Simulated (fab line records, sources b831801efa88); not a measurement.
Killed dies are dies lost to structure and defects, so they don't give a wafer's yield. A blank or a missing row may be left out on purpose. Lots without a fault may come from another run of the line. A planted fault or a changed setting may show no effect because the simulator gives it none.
One fault seen from 2 desks | flow sky130 | each desk has only its own numbers; what lay behind them comes last

THE TOOL OWNER'S DESK: litho_track-01
The tool's own readings at SKY_SD_N_DEVELOP_06 (develop time 60 s): means of the sampled wafers that have a number, for each lot that ran on this tool. A lot is out of limits, marked OUT, if its mean lies more than 4 standard deviations from the usual mean; the brackets give that distance.
Columns: A = chill_plate_temp_C at SKY_SD_N_DEVELOP_06, usual 23.02 C; B = developer_temp_C at SKY_SD_N_DEVELOP_06, usual 22.99 C
lot  | first seen here | A     | B
L185 | day 28 18:47    | 23.00 | 23.01
L187 | day 29 07:32    | 22.92 | 22.86
L191 | day 30 12:17    | 23.05 | 23.05
L199 | day 33 10:45    | 22.99 | 20.61 (-22) OUT
L202 | day 34 14:38    | 23.00 | 20.65 (-21) OUT
This desk's finding: out of limits on L199, L202; first on L199, day 33 10:45 (developer_temp_C at SKY_SD_N_DEVELOP_06). In limits: L185, L187, L191.

THE METROLOGY DESK
What the gauges read, lot by lot, whatever tool the lot ran on: means of the sampled wafers that have a number. A lot is out of limits, marked OUT, if its mean lies more than 4 standard deviations from the usual mean; the brackets give that distance.
Columns: A = cd_nm at SKY_SD_N_CD_MEAS_07, usual 380.0 nm; B = CONTACT_OVL at SKY_CONTACT_OVL_MEAS_15, usual 3 nm
lot  | first seen here | A                | B
L183 | day 28 05:12    | 378.7            | -2
L184 | day 28 05:17    | 380.6            | 5
L185 | day 28 18:56    | 381.2            | 7
L186 | day 29 00:55    | 381.0            | 3
L187 | day 29 07:41    | 377.8            | 4
L189 | day 30 11:44    | 378.8            | 5
L191 | day 30 12:25    | 379.9            | 1
L190 | day 30 14:17    | 380.2            | 5
L192 | day 31 06:07    | 383.5            | 3
L199 | day 33 10:54    | 390.8            | 1
L202 | day 34 14:47    | 392.8 (+4.6) OUT | 3
L206 | day 35 18:44    | 379.0            | -5
This desk's finding: out of limits on L202; first on L202, day 34 14:47 (cd_nm at SKY_SD_N_CD_MEAS_07). In limits: L183, L184, L185, L186, L187, L189, L191, L190, L192, L199, L206.

PUT TOGETHER
The tool owner's desk could have raised an alarm at day 33 10:45, on L199, L202.
The metrology desk could have raised an alarm at day 34 14:47, on L202.
The metrology desk has L199 on record, within its limits.
Of the lots named, all ran SKY_SD_N_DEVELOP_06 on litho_track-01.

WHAT THE SIMULATOR HAD PUT IN
Process parameter drift: litho_track-01, from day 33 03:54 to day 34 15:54, at SKY_SD_N_DEVELOP_06. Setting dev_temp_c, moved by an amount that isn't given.
Lots struck among those shown: L199, L202.
Hours from the fault's start to each desk's first reading out of limits: the tool owner's desk, 7; the metrology desk, 35.
